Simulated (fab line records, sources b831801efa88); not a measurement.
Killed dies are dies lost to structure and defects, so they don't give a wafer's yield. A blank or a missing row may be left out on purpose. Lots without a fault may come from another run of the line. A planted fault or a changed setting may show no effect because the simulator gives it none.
A struck lot beside a sound one | flow gf180mcu | 47 steps out of a route of 602
Sound: wafers L440.1, L440.2, L440.4. Struck: wafers L435.2, L435.4, L435.5. The cause comes at the end.
At each step with rows: each side's tool, then ch and its chambers, then its first start. Under that, the readings that differ: sound wafers | struck wafers | difference of the means | sigmas: that difference in standard deviations of wafers without a fault.
alike: readings whose means differ by less than 2 such deviations, and words and numbers that are the same on both sides. not compared: withheld readings, readings that some wafer has no value for, bounds like >300 that may hide the same value, and numbers for which the record gives no deviation and whose values overlap.
The two part at a step that has a row with sigmas, a row that says differs or no value, or rows on one side only. Numbers that don't overlap but have no deviation are shown without sigmas and don't part them. A reading that every wafer of one side lacks parts them only if that side has two wafers or more.

first, 5 steps without rows for these wafers: GF_LVPWELL_COAT_02 (resist thk 3000 nm); GF_LVPWELL_SOFTBAKE_03; GF_LVPWELL_EXPOSE_04 (exposes mask LVPWELL, target cd 600 nm); GF_LVPWELL_PEB_05; GF_LVPWELL_DEVELOP_06 (develop time 60 s).
GF_LVPWELL_OVL_MEAS_07:
  sound on overlay-01, day 8 14:01; struck on overlay-02, day 7 13:45
  alike: LVPWELL_OVL
then, 2 steps without rows for these wafers: GF_LVPWELL_IMPLANT_08; GF_LVPWELL_IMPLANT_09.
GF_LVPWELL_STRIP_10: strips in O2/N2.
  sound on plasma_asher-04 ch 0,1, day 8 14:20; struck on plasma_asher-04 ch 0,1, day 7 14:19
  alike: drypump_motor_current_A, heater_power_w, oes_product_au, strip_time_to_endpoint_s
  not compared: rf_hours_counter_h
GF_LVPWELL_TW_MEAS_11:
  sound on film_metro-03, day 8 14:26; struck on film_metro-04, day 7 14:25
  alike: LVPWELL_TW
then, 2 steps without rows for these wafers: GF_MVSD_DEHYDRATE_00 (time 60 s); GF_MVSD_HMDS_01 (prime time 60 s).
GF_MVSD_COAT_02: resist thk 3000 nm.
  sound on litho_track-03 ch 0, day 8 22:23; struck on litho_track-03, day 7 21:40
  no value came back on the struck wafers for chill_plate_temp_C (C), dispense_pressure_kPa (kPa), resist_line_temp_C (C); on the sound wafers chill_plate_temp_C (C) reads 22.91 23.08 23.13
then, 4 steps without rows for these wafers: GF_MVSD_SOFTBAKE_03; GF_MVSD_EXPOSE_04 (exposes mask MVSD, target cd 1000 nm); GF_MVSD_PEB_05; GF_MVSD_DEVELOP_06 (develop time 60 s).
GF_MVSD_OVL_MEAS_07:
  sound on overlay-02, day 9 07:10; struck on overlay-01, day 8 06:44
  reading       | sound         | struck | difference                    | sigmas
  MVSD_OVL (nm) | 1.1 -0.2 -0.4 | - - -  | no value on the struck wafers |
then, 2 steps without rows for these wafers: GF_MVSD_IMPLANT_08; GF_MVSD_IMPLANT_09.
GF_MVSD_STRIP_10: strips in O2/N2.
  sound on plasma_asher-03 ch 0,1, day 9 07:31; struck on plasma_asher-03 ch 0,1, day 8 07:04
  no value came back on the struck wafers for oes_product_au (a.u.), strip_time_to_endpoint_s (s); on the sound wafers oes_product_au (a.u.) reads 0.721 0.723 0.723
  alike: drypump_motor_current_A, heater_power_w
  not compared: rf_hours_counter_h
GF_MVSD_TW_MEAS_11:
  sound on film_metro-03, day 9 07:37; struck on film_metro-04, day 8 07:10
  reading | sound          | struck         | difference | sigmas
  MVSD_TW | 1556 1549 1552 | 1587 1602 1593 | +42        | +2
then, 7 steps without rows for these wafers: GF_MVPSD_DEHYDRATE_00 (time 60 s); GF_MVPSD_HMDS_01 (prime time 60 s); GF_MVPSD_COAT_02 (resist thk 3000 nm); GF_MVPSD_SOFTBAKE_03; GF_MVPSD_EXPOSE_04 (exposes mask MVPSD, target cd 1000 nm); GF_MVPSD_PEB_05; GF_MVPSD_DEVELOP_06 (develop time 60 s).
GF_MVPSD_OVL_MEAS_07:
  sound on overlay-01, day 10 00:43; struck on overlay-02, day 8 23:51
  alike: MVPSD_OVL
then, 2 steps without rows for these wafers: GF_MVPSD_IMPLANT_08; GF_MVPSD_IMPLANT_09.
GF_MVPSD_STRIP_10: strips in O2/N2.
  sound on plasma_asher-02 ch 0,1, day 10 01:04; struck on plasma_asher-01 ch 0,1, day 9 00:11
  alike: drypump_motor_current_A, heater_power_w, oes_product_au, strip_time_to_endpoint_s
  not compared: rf_hours_counter_h
GF_MVPSD_TW_MEAS_11:
  sound on film_metro-02, day 10 01:10; struck on film_metro-04, day 9 00:17
  reading  | sound       | struck         | difference | sigmas
  MVPSD_TW | 557 555 554 | 1598 1594 1600 | +1042      | +99 or more
then, 7 steps without rows for these wafers: GF_VT_IMPLANT_DEHYDRATE_00 (time 60 s); GF_VT_IMPLANT_HMDS_01 (prime time 60 s); GF_VT_IMPLANT_COAT_02 (resist thk 1000 nm); GF_VT_IMPLANT_SOFTBAKE_03 (time 60 s); GF_VT_IMPLANT_EXPOSE_04 (exposes mask LVPWELL LV AREA, target cd 600 nm); GF_VT_IMPLANT_PEB_05; GF_VT_IMPLANT_DEVELOP_06 (develop time 60 s).
GF_VT_IMPLANT_OVL_MEAS_07:
  sound on overlay-01, day 10 19:07; struck on overlay-01, day 9 17:08
  alike: VT_IMPLANT_OVL
GF_VT_IMPLANT_TW_MEAS_10:
  sound on film_metro-02, day 10 19:25; struck on film_metro-01, day 9 17:25
  reading       | sound       | struck         | difference | sigmas
  VT_IMPLANT_TW | 561 566 567 | 1611 1607 1610 | +1045      | +99 or more
GF_VT_IMPLANT_TW_MEAS_21:
  sound on film_metro-01, day 11 14:32; struck on film_metro-03, day 10 10:43
  reading         | sound          | struck         | difference | sigmas
  VT_IMPLANT_2_TW | 1216 1217 1219 | 1747 1742 1758 | +532       | +55
GF_VT_IMPLANT_TW_MEAS_32:
  sound on film_metro-02, day 12 09:44; struck on film_metro-01, day 11 05:29
  reading         | sound             | struck               | difference | sigmas
  VT_IMPLANT_3_TW | 268.5 268.6 269.4 | 1593.8 1595.1 1582.7 | +1321.7    | +99 or more
GF_VT_IMPLANT_TW_MEAS_43:
  sound on film_metro-03, day 13 04:59; struck on film_metro-01, day 12 00:37
  reading         | sound       | struck         | difference | sigmas
  VT_IMPLANT_4_TW | 675 677 674 | 1614 1619 1610 | +939       | +99 or more
-- the record jumps here: 21 days lie between the struck wafers' starts before and after (it left off in module VT_IMPLANT and takes up again in module PASSIVATION, whose first step shown is number 602 of the route) --
GF_PASSIVATION_PROBE_99:
  the record has rows for the struck wafers here (prober-02, day 33 10:17) and none for the sound ones

WHERE THEY PART
First at GF_MVSD_COAT_02; last, within this record, at GF_PASSIVATION_PROBE_99.

WHY: what the simulator had put in
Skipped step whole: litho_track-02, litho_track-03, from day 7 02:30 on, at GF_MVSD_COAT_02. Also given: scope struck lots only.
